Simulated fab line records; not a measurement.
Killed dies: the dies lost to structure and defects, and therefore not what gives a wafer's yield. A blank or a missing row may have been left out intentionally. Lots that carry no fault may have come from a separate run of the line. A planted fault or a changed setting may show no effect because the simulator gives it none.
A lot that was struck, set against a sound lot | flow sky130 | 14 steps out of a route of 708
Sound: the wafers L943.2, L943.4, L943.5. The struck wafers were L940.2, L940.4, L940.6. The cause is given at the end.
Per side, at each step with rows, come the tool, then ch with its chambers, and then its first start. Under that, the readings that differ: sound wafers | struck wafers | difference of the means | sigmas: that difference in standard deviations of wafers without a fault.
alike: readings with means less than 2 such deviations apart, plus words and numbers identical on both sides. not compared: withheld readings, readings lacking a value on some wafer, bounds such as >300 that could conceal the same value, and numbers that have no deviation in the record and whose values overlap.
Wherever a step has rows on one side only, a row that says differs or no value, or a row with sigmas, the two part there. Numbers that have no deviation but don't overlap get no sigmas and don't part them. Lack of a reading on every wafer of one side parts them only where that side has two or more wafers.

first, 3 steps without rows for these wafers: SKY_PASSIVATION_EXPOSE_08 (exposes mask NSM, target cd 3000 nm); SKY_PASSIVATION_PEB_09; SKY_PASSIVATION_DEVELOP_10 (develop time 60 s).
SKY_PASSIVATION_ETCH_11: etches the open film in CF4/O2, stops on AlCu, target depth 725 nm, time 161.1 s.
  sound on rieDiel-04 ch 0,2,3, day 48 02:23; struck on rieDiel-04 ch 0,2,3, day 46 23:56
  alike: O2_flow_sccm, biasW, drypumpMotorCurrentA, oesProductAu, throttleValvePct
  not compared: rfHoursCounterH
SKY_PASSIVATION_STRIP_12: strips in O2/N2.
  sound on plasmaAsher-02 ch 0,1, day 48 02:29; struck on plasmaAsher-04 ch 0,1, day 47 00:02
  alike: drypumpMotorCurrentA, oesProductAu, stripTimeToEndpointS
  not compared: rfHoursCounterH
then, 7 steps without rows for these wafers: SKY_PAD_OPEN_DEHYDRATE_00 (time 60 s); SKY_PAD_OPEN_HMDS_01 (prime time 60 s); SKY_PAD_OPEN_COAT_02 (resist thk 2966 nm); SKY_PAD_OPEN_SOFTBAKE_03; SKY_PAD_OPEN_EXPOSE_04 (exposes mask PDM, target cd 60000 nm); SKY_PAD_OPEN_PEB_05; SKY_PAD_OPEN_DEVELOP_06 (develop time 60 s).
SKY_PAD_OPEN_ETCH_07: etches the open film in CF4/O2, stops on AlCu, target depth 725 nm, time 161.1 s.
  sound on rieDiel-03 ch 1,2, day 48 20:13; struck on rieDiel-01 ch 1,2, day 47 20:37
  no value came back on the struck wafers for any of 6 readings (O2_flow_sccm (sccm), biasW (W) and others); on the sound wafers O2_flow_sccm (sccm) reads 10.020 10.033 10.022
  not compared: rfHoursCounterH
SKY_PAD_OPEN_STRIP_08: strips in O2/N2.
  sound on plasmaAsher-03 ch 1, day 48 20:19; struck on plasmaAsher-02 ch 0,1, day 47 20:43
  alike: drypumpMotorCurrentA, oesProductAu, stripTimeToEndpointS
  not compared: rfHoursCounterH

WHERE THEY PART
SKY_PAD_OPEN_ETCH_07 only, going by this record. Later steps at which nothing parts them and some readings are alike: SKY_PAD_OPEN_STRIP_08.

WHY: what had been put in by the simulator
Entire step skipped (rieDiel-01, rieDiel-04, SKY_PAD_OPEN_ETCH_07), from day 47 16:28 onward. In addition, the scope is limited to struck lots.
